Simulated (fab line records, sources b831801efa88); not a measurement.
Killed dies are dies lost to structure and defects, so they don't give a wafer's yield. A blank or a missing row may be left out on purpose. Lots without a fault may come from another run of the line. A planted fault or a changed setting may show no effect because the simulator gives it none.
Problem report in the 8D (eight disciplines) form, filled by code | flow gf180mcu | the parts of the form that need people (team, actions taken, sign-off) are left out

1. THE PROBLEM
TOP_METAL_ALCU_RS at GF_TOP_METAL_RS_MEAS_05 reads a mean of 0.04291 ohm/sq on 4 wafers of 2 lots; wafers without a fault read 0.03275 ohm/sq with a standard deviation of 0.00029. That is +35 standard deviations from the usual mean.
The step: measures by four-point-probe.
First seen on wafer L540.3, day 31 03:43, on film_metro-04. The record holds 33 wafers of 11 lots with a number at this step. Rule for "out", or "out of limits": more than 4 standard deviations from the usual mean. The other wafers with a number count as sound.

2. WHAT IT IS AND WHAT IT IS NOT
question                    | is                             | is not
which readings at this step | TOP_METAL_ALCU_RS              | -
which lots                  | L540, L543                     | L527, L528, L531, L532, L533, L536, L539, L544, L550
which wafers of those lots  | L540.3, L540.6, L543.1, L543.5 | L540.2, L543.2
read on which gauges        | film_metro-04                  | film_metro-02, film_metro-03
when                        | from day 31 03:43              | up to then (22 sound wafers); but 7 sound wafers of L543, L544, L550 came after

3. SUSPECTS, AND WHAT RULES EACH OUT
Counting: a tool at a process step up to the reading stays a suspect if it ran every lot that is out. Sound lots after the first of them don't rule it out here, since some wafers of a struck lot are sound.
- the gauge at GF_TOP_METAL_RS_MEAS_05: kept. All the wafers that are out were read on film_metro-04, and no step on other tools shows them out.
- rie_diel-01 at GF_M5_ETCH_09 (etches Si3N4 in CF4/O2, target depth 52 nm, time 11.6 s): kept. It ran every lot that is out, first L540 (day 30 07:18); its last sound lot up to then is L539 (day 30 00:50).
- pvd_sputter-04 at GF_TOP_METAL_SPUTTER_02 (material AlCu, target thk 900 nm, time 47.82 s): kept. It ran every lot that is out, first L540 (day 31 03:37); its last sound lot up to then is L539 (day 30 22:29).
Left after counting: rie_diel-01 at GF_M5_ETCH_09, pvd_sputter-04 at GF_TOP_METAL_SPUTTER_02, film_metro-04 at GF_TOP_METAL_RS_MEAS_05.

4. THE CAUSE (what the simulator had put in)
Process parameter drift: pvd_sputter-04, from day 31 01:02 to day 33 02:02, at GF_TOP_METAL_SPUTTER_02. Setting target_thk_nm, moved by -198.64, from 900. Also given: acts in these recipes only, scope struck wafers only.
Counting left 3 suspects, and this tool is among them.

5. THE CHAIN OF EFFECTS, in route order
Each row: a reading whose mean over the struck wafers that have a number lies more than 3 standard deviations from the usual. Only readings for which the record gives a usual standard deviation are gone through. hours: the time from each lot's start at the first step in this table that gives one to its start at this step, as a median over the lots. sigmas: the change in usual standard deviations.
hours | step                     | reading            | usual          | on struck wafers | change   | sigmas
0     | GF_TOP_METAL_RS_MEAS_05  | TOP_METAL_ALCU_RS  | 0.03275 ohm/sq | 0.04291          | +0.01016 | +35
3     | GF_TOP_METAL_THK_MEAS_06 | TOP_METAL_ALCU_THK | 899 nm         | 690              | -209     | -22

6. WHAT WOULD HAVE CAUGHT IT SOONER
In this record the first reading out of limits at a measuring or inspecting step was taken at day 31 03:43, 3 hours after the fault began at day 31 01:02.
Of the tool readings at GF_TOP_METAL_SPUTTER_02 for which the record gives a usual standard deviation, none was out on any struck wafer, so an alarm limit of 4 standard deviations on them would not have fired.
Of the lots that are out (2), L543 began GF_TOP_METAL_SPUTTER_02 on pvd_sputter-04 after day 31 03:43. A hold on the tool at that time would have spared it.
